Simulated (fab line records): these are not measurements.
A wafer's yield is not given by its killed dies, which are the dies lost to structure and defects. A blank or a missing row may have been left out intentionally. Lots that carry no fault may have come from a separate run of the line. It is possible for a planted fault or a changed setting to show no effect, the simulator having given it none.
The tool behind it: which one? | flow sky130 | 37 wafers from 13 lots sampled at 3 of the route's 708 steps

== WHAT EACH GAUGE READ, for each wafer ==
SKY_LOCAL_INTERCONNECT_RS_MEAS_01: the measuring method here is four-point-probe.
lot  | measured     | on            | LOCAL_INTERCONNECT_TIN_RS (ohm/sq)
L192 | day 29 05:50 | film-metro-03 | 14.09 14.09 14.21
L193 | day 29 12:38 | film-metro-01 | 14.04 13.88 13.98
L194 | day 30 03:40 | film-metro-03 | 14.28 14.23 14.31
L195 | day 30 10:20 | film-metro-04 | 14.16 14.13 14.12
L196 | day 30 16:16 | film-metro-04 | 14.00 13.91 13.92
L198 | day 31 06:22 | film-metro-04 | 13.90 13.81 13.95
L197 | day 31 07:02 | film-metro-04 | 14.04 14.08 14.14
L199 | day 31 17:17 | film-metro-04 | 14.11 14.17 14.11
L207 | day 34 18:46 | film-metro-03 | 13.36 14.08 14.10
L208 | day 35 00:32 | film-metro-01 | 13.43 14.28
L209 | day 35 03:25 | film-metro-04 | 13.15 13.99
L210 | day 35 08:22 | film-metro-03 | 14.22 14.21 14.18
L213 | day 36 02:53 | film-metro-04 | 14.11 14.28 14.16

SKY_LOCAL_INTERCONNECT_THK_MEAS_02: measures by xrf.
lot  | measured     | on            | LOCAL_INTERCONNECT_TIN_THK (nm)
L192 | day 29 05:58 | film-metro-03 | 99.5 99.2 98.6
L193 | day 29 12:44 | film-metro-01 | 99.2 100.7 99.8
L194 | day 30 03:47 | film-metro-03 | 97.8 97.8 97.8
L195 | day 30 10:26 | film-metro-04 | 97.9 98.4 98.1
L196 | day 30 16:23 | film-metro-04 | 99.4 100.3 99.8
L198 | day 31 06:29 | film-metro-04 | 100.2 100.3 99.6
L197 | day 31 07:09 | film-metro-04 | 98.9 99.1 98.0
L199 | day 31 17:24 | film-metro-04 | 98.0 98.1 98.7
L207 | day 34 18:53 | film-metro-03 | 103.3 98.4 98.6
L208 | day 35 00:40 | film-metro-01 | 103.8 97.9
L209 | day 35 03:32 | film-metro-04 | 105.1 98.9
L210 | day 35 08:28 | film-metro-03 | 98.7 98.7 98.5
L213 | day 36 03:00 | film-metro-04 | 98.5 97.9 98.3

== WHICH TOOL RAN EACH LOT (tool, then ch and the chambers of the sampled wafers, then the start) ==
lot  | SKY_LOCAL_INTERCONNECT_SPUTTER_00
L192 | pvd-sputter-01, day 29 05:46
L193 | pvd-sputter-03, day 29 12:31
L194 | pvd-sputter-01, day 30 03:37
L195 | pvd-sputter-03, day 30 10:14
L196 | pvd-sputter-03, day 30 16:13
L198 | pvd-sputter-04, day 31 06:17
L197 | pvd-sputter-03, day 31 06:58
L199 | pvd-sputter-04, day 31 17:13
L207 | pvd-sputter-04, day 34 18:43
L208 | pvd-sputter-04, day 35 00:28
L209 | pvd-sputter-04, day 35 03:20
L210 | pvd-sputter-01, day 35 08:16
L213 | pvd-sputter-03, day 36 02:49
- SKY_LOCAL_INTERCONNECT_SPUTTER_00: material TiN, target thk 100 nm, time 83.3 s.

== WHAT THE TOOLS THEMSELVES READ (means of the sampled wafers that have a number; where no wafer has one, the mark that the record gives instead) ==
SKY_LOCAL_INTERCONNECT_SPUTTER_00.
lot  | tool           | throttle-valve-pct (%)
L192 | pvd-sputter-01 | 29.1
L193 | pvd-sputter-03 | 30.7
L194 | pvd-sputter-01 | 28.5
L195 | pvd-sputter-03 | 29.9
L196 | pvd-sputter-03 | 29.9
L198 | pvd-sputter-04 | 28.5
L197 | pvd-sputter-03 | 29.9
L199 | pvd-sputter-04 | 29.1
L207 | pvd-sputter-04 | 29.3
L208 | pvd-sputter-04 | 28.4
L209 | pvd-sputter-04 | 29.8
L210 | pvd-sputter-01 | 29.3
L213 | pvd-sputter-03 | 29.2

== THE ANSWER, worked out from the rows above alone ==
Rule: the usual values come from the lots themselves. Put in order of their means at a reading, lots are off if they are a third of the lots or fewer, leave a main group of 4 or more, and stand apart from it by a gap of 3 or more times the standard deviation of the main group's means; of several such gaps the widest counts. A main group is skipped when, at the precision printed for the reading in the tables above, its means are all equal. Also off: a lot with no number at a reading for which 4 or more lots have one. Where the step has rows for the other lots, those lots are counted as sound. The gauges are gone through in route order, then the tools' own readings, and for those a lot's mean is taken as printed above. At the first step where some lot is off, the reading lying furthest off is the one used; lots without a number count as furthest.
No lot is off on any of the readings shown, so nothing can be concluded from this.

== WHAT WAS PUT IN BY THE SIMULATOR ==
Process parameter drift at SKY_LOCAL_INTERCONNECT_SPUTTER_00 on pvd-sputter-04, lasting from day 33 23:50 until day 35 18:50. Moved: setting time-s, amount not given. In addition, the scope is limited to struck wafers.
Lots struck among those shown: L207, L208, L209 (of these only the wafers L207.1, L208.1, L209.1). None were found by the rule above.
